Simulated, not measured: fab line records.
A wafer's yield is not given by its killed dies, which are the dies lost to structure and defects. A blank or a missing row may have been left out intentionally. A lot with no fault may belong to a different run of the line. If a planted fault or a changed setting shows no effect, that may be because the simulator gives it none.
8D (eight disciplines) problem report, filled in by code / flow sfq_line / the parts of the form that need people (team, actions taken, sign-off) are left out

## 1. THE ISSUE
Across 6 wafers from 2 lots, JJ_NB_RS at SFQ_JJ_RS_MEAS_929 averages 0.727 ohm/sq, while fault-free wafers read 1.048 ohm/sq with a standard deviation of 0.012. Measured from the usual mean, that is -27 standard deviations.
The step: measures by four-point-probe.
Seen first at day 67 01:13 on film_metro-01, wafer L742.1. The record has a number at this step for 42 wafers belonging to 14 lots. Rule for "out" (also "out of limits"): further than 4 standard deviations from the usual mean. All remaining wafers that have a number are taken as sound.

## 2. WHAT IT IS; WHAT IT IS NOT
question=which readings at this step | is=JJ_NB_RS | is not=-
question=which lots | is=L742, L743 | is not=L725, L727, L728, L729, L730, L731, L732, L735, L736, L739, L740, L744
question=which wafers of those lots | is=all that have a number | is not=-
question=read on which gauges | is=film_metro-01, film_metro-03 | is not=film_metro-04
question=when | is=from day 67 01:13 | is not=up to then (33 sound wafers); but 3 sound wafers of L744 came after

## 3. WHAT RULES OUT EACH SUSPECT
Counting: a tool at any process step up to the reading remains a suspect when it ran all the lots that are out and ran no sound lot after the first of those.
- ruled out: the gauge at SFQ_JJ_RS_MEAS_929. 2 gauges (film_metro-01, film_metro-03) read the wafers that are out.
- pvd_sputter-06 at SFQ_TRILAYER_JJ_TRILAYER_DEP_SPUTTER_112 (material Nb, target thk 170 nm, time 113.3 s): kept. It processed each lot that is out, first L742 at day 67 01:08, and no sound lot thereafter; up to then, the last sound lot it processed was L740 at day 66 19:08. Out on those wafers are its own readings of cathode_dc_power_W.
After counting, what remains is pvd_sputter-06 at SFQ_TRILAYER_JJ_TRILAYER_DEP_SPUTTER_112.

## 4. THE CAUSE (what the simulator had put in)
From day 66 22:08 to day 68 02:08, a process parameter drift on pvd_sputter-06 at SFQ_TRILAYER_JJ_TRILAYER_DEP_SPUTTER_112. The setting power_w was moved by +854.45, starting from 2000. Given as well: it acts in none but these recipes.
This tool alone remained once counting was done.

## 5. THE EFFECT CHAIN, in route order
Rows list readings where the struck wafers' mean (over those with a number) sits beyond 3 standard deviations from the usual. Scope: only readings with a usual standard deviation given in the record; hours: median across lots of the time from each lot's start at the first step in this table that gives one to its start at this step; sigmas: change in usual standard deviations.
hours=0; step=SFQ_TRILAYER_JJ_TRILAYER_DEP_SPUTTER_112; reading=cathode_dc_power_W; usual=1999.9 W; on struck wafers=2854.3; change=+854.4; sigmas=+99 or more
hours=0; step=SFQ_JJ_RS_MEAS_929; reading=JJ_NB_RS; usual=1.048 ohm/sq; on struck wafers=0.727; change=-0.321; sigmas=-27
It contains these process steps:
- SFQ_TRILAYER_JJ_TRILAYER_DEP_SPUTTER_112: material Nb, target thk 170 nm, time 113.3 s.

## 6. WHAT WOULD HAVE CAUGHT IT SOONER
In this record the first reading out of limits at a measuring or inspecting step was taken at day 67 01:13, 3 hours after the fault began at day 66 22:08.
At SFQ_TRILAYER_JJ_TRILAYER_DEP_SPUTTER_112, the tool's own readings (cathode_dc_power_W) were out on each struck wafer the step has a row for, so an alarm limit on them would have fired on the first such wafer.
L743, from the lots that are out (2), started SFQ_TRILAYER_JJ_TRILAYER_DEP_SPUTTER_112 on pvd_sputter-06 later than day 67 01:13. Putting the tool on hold at that point would have spared it.
